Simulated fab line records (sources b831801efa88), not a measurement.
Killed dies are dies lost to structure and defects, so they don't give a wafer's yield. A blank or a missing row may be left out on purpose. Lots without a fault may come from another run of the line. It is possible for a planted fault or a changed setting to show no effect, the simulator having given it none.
Chamber matching | flow gf180mcu | rie diel-01 running GF_V3_ETCH_16: 4 sister chambers
The step etches BARC in N2/H2. 4 wafers are shown with their chamber, then 8 later ones without.

== WAFERS, EACH WITH ITS CHAMBER ==
wafer  | chamber | h2 flow sccm (sccm)
L078.3 | 3       | 198.9
L081.4 | 2       | 200.6
L082.6 | 1       | 199.7
L083.2 | 0       | 200.2

== WAFERS WITH NO CHAMBER GIVEN ==
wafer  | h2 flow sccm (sccm)
L083.3 | 199.9
L083.6 | 200.0
L091.3 | 200.6
L091.5 | 200.7
L091.6 | 198.5
L093.2 | 199.2
L093.5 | 199.5
L093.6 | 199.4

== WHICH CHAMBER EACH ONE RAN IN ==
wafer  | from the rows above          | in truth
L083.3 | can't be placed: 1 or 0      | 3
L083.6 | can't be placed: 0 or 1 or 2 | 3
L091.3 | can't be placed: 2 or 0      | 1
L091.5 | can't be placed: 2 or 0      | 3
L091.6 | 3                            | 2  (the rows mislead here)
L093.2 | can't be placed: 3 or 1      | 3
L093.5 | can't be placed: 1 or 3      | 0
L093.6 | can't be placed: 1 or 3      | 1
Placed correctly: 0 of 8. Not placeable from these rows: 7 (in 2, the candidates include the true chamber). Number placed wrongly: 1.
How it was worked out, from the rows above alone: a wafer's distance from a chamber is the root of the sum, over the readings, of the square of ((its reading less the chamber's mean) divided by the reading's scatter). If the next closest chamber is less than 2 further off than the closest, the wafer can't be placed; otherwise it belongs to the closest. For every chamber, the mean is computed from those of its wafers that are shown. The scatter: with one shown wafer a chamber, the root of the mean of the squares of how far each hidden wafer lies from its nearest shown one.
